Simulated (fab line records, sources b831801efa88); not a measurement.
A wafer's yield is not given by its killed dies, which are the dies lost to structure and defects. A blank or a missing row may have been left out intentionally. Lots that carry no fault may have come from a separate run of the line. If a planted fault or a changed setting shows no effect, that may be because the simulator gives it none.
The tool behind it: which one? ; flow sky130 ; Sampling: 11 lots, 33 wafers, 3 of 708 route steps

## WHAT THE GAUGES SHOWED, per wafer
SKY_CAPM_RS_MEAS_03: a four-point-probe measurement. Usual: CAPM_TIN_RS 6.93 ohm/sq, standard deviation 0.066.
lot;measured;on;CAPM_TIN_RS (ohm/sq);flag
L491;day 36 20:02;film metro-04;6.93 6.90 6.94;
L490;day 36 20:44;film metro-02;6.91 6.88 6.96;
L492;day 37 07:10;film metro-04;6.96 6.95 6.92;
L497;day 39 06:04;film metro-01;7.05 7.10 7.08;
L496;day 39 08:43;film metro-02;6.99 6.99 6.95;
L501;day 41 10:20;film metro-02;6.88 6.96 6.88;
L506;day 41 23:39;film metro-02;7.06 7.01 7.01;
L508;day 42 05:07;film metro-01;6.87 6.90 6.89;
L507;day 42 09:50;film metro-02;6.87 6.89 6.87;
L510;day 42 16:19;film metro-02;6.93 6.98 6.89;
L509;day 42 19:10;film metro-01;6.85 6.90 6.93;

## WHAT TOOL EACH LOT RAN ON (gives the tool, then ch and the chambers of the sampled wafers, and finally the start)
lot;SKY_VIA2_CVD_21;SKY_METAL3_SPUTTER_03
L491;cvd w-02 ch 0,1, day 36 19:04;pvd sputter-03, day 36 19:46
L490;cvd w-02 ch 0,1, day 36 19:41;pvd sputter-01, day 36 20:29
L492;cvd w-02 ch 0,1, day 37 06:13;pvd sputter-02, day 37 06:55
L497;cvd w-02 ch 0,1, day 39 05:06;pvd sputter-02, day 39 05:48
L496;cvd w-01 ch 0,1, day 39 07:46;pvd sputter-01, day 39 08:25
L501;cvd w-01 ch 0,1, day 41 09:22;pvd sputter-02, day 41 10:01
L506;cvd w-02 ch 0,1, day 41 22:42;pvd sputter-01, day 41 23:21
L508;cvd w-02 ch 0,1, day 42 04:08;pvd sputter-01, day 42 04:50
L507;cvd w-01 ch 0,1, day 42 08:52;pvd sputter-01, day 42 09:33
L510;cvd w-01 ch 0,1, day 42 15:20;pvd sputter-02, day 42 16:02
L509;cvd w-01 ch 0,1, day 42 18:13;pvd sputter-02, day 42 18:53
- SKY_VIA2_CVD_21: deposits W, target thk 420 nm, time 126.4 s.
- SKY_METAL3_SPUTTER_03: material Ti, target thk 5 nm, time 3.3 s.

## AS READ BY THE TOOLS THEMSELVES (means over the sampled wafers that have a number; for cases with no such wafer, the mark the record gives instead)
SKY_VIA2_CVD_21. Usual: 807 W for heater power w, sd 77.
lot;tool;heater power w (W);flag
L491;cvd w-02;772;
L490;cvd w-02;767;
L492;cvd w-02;769;
L497;cvd w-02;761;
L496;cvd w-01;813;
L501;cvd w-01;807;
L506;cvd w-02;777;
L508;cvd w-02;766;
L507;cvd w-01;881;
L510;cvd w-01;837;
L509;cvd w-01;818;

SKY_METAL3_SPUTTER_03. Usual: 29.8 % for throttle valve pct, sd 0.84.
lot;tool;throttle valve pct (%);flag
L491;pvd sputter-03;30.2;
L490;pvd sputter-01;29.4;
L492;pvd sputter-02;30.6;
L497;pvd sputter-02;30.1;
L496;pvd sputter-01;30.1;
L501;pvd sputter-02;30.8;
L506;pvd sputter-01;29.5;
L508;pvd sputter-01;29.7;
L507;pvd sputter-01;29.7;
L510;pvd sputter-02;30.8;
L509;pvd sputter-02;29.9;

## THE ANSWER, worked out from the rows above alone
Rule: lot off if the mean of its wafers having a number is beyond 3 standard deviations from the usual mean. A lot without any number at a reading at which 4 lots or more have one is off too. Where the step has rows for the other lots, those lots are counted as sound. First the gauges in route order, then the tools' own readings, where a lot's mean is used as printed above. The first step at which some lot is off is used, and at that step the reading that is off furthest; a lot without a number counts as furthest.
None of the lots is off at any reading shown; this tells nothing.

## WHAT WAS PUT IN BY THE SIMULATOR
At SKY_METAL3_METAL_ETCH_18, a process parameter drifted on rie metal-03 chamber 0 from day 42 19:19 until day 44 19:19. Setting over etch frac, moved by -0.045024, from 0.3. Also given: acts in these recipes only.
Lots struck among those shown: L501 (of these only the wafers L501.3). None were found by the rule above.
